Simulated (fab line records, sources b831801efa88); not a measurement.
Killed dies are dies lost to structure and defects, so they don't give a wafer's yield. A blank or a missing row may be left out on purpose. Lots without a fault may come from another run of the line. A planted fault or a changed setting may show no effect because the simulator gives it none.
Which tool did it? | flow sky130 | 6 lots, 18 wafers sampled, at 2 steps of a route of 708

WHAT THE GAUGES READ, wafer by wafer
SKY_VT_ADJUST_PCH_TW_MEAS_10.
lot  | measured     | on            | VT_ADJUST_PCH_TW
L498 | day 11 02:20 | film_metro-03 | 142.1 142.7 142.7
L501 | day 11 22:20 | film_metro-04 | 143.9 143.4 143.3
L503 | day 12 13:26 | film_metro-02 | 83.3 83.3 82.8
L512 | day 15 05:14 | film_metro-03 | 143.0 143.3 142.6
L515 | day 16 02:15 | film_metro-02 | 142.5 142.2 142.1
L519 | day 17 09:59 | film_metro-04 | 142.2 142.7 143.5

WHICH TOOL RAN EACH LOT (tool, then ch and the chambers of the sampled wafers, then the start)
lot  | SKY_VT_ADJUST_PCH_IMPLANT_08
L498 | implanter-02 ch 0, day 11 02:05
L501 | implanter-02 ch 0, day 11 22:07
L503 | implanter-03 ch 0, day 12 13:11
L512 | implanter-01 ch 0, day 15 04:59
L515 | implanter-02 ch 0, day 16 02:01
L519 | implanter-01 ch 0, day 17 09:44
- SKY_VT_ADJUST_PCH_IMPLANT_08

THE ANSWER, worked out from the rows above alone
Rule: what is usual is taken from the lots themselves. Put in order of their means at a reading, lots are off if they are a third of the lots or fewer, leave a main group of 4 or more, and stand apart from it by a gap of 3 or more times the standard deviation of the main group's means; of several such gaps the widest counts. A main group whose means are all the same, to the digits that the tables above print for the reading, isn't used. A lot without any number at a reading at which 4 lots or more have one is off too. The other lots that the step has rows for count as sound.
Off: L503, at SKY_VT_ADJUST_PCH_TW_MEAS_10 (VT_ADJUST_PCH_TW). The main group: mean 142.8, standard deviation 0.43.
A tool fits if, at a process step before that reading, it ran every lot that is off, and no sound lot after the first of them. The gauges at SKY_VT_ADJUST_PCH_TW_MEAS_10 are tried like those tools. One fits: implanter-03 at SKY_VT_ADJUST_PCH_IMPLANT_08. It ran no sound lot before its first lot that is off in this sample, so the start can't be narrowed down.

WHAT THE SIMULATOR HAD PUT IN
Process parameter drift: implanter-03, from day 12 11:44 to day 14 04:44, at SKY_VT_ADJUST_PCH_IMPLANT_08. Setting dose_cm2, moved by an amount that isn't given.
Lots struck among those shown: L503. The rule above found the same.
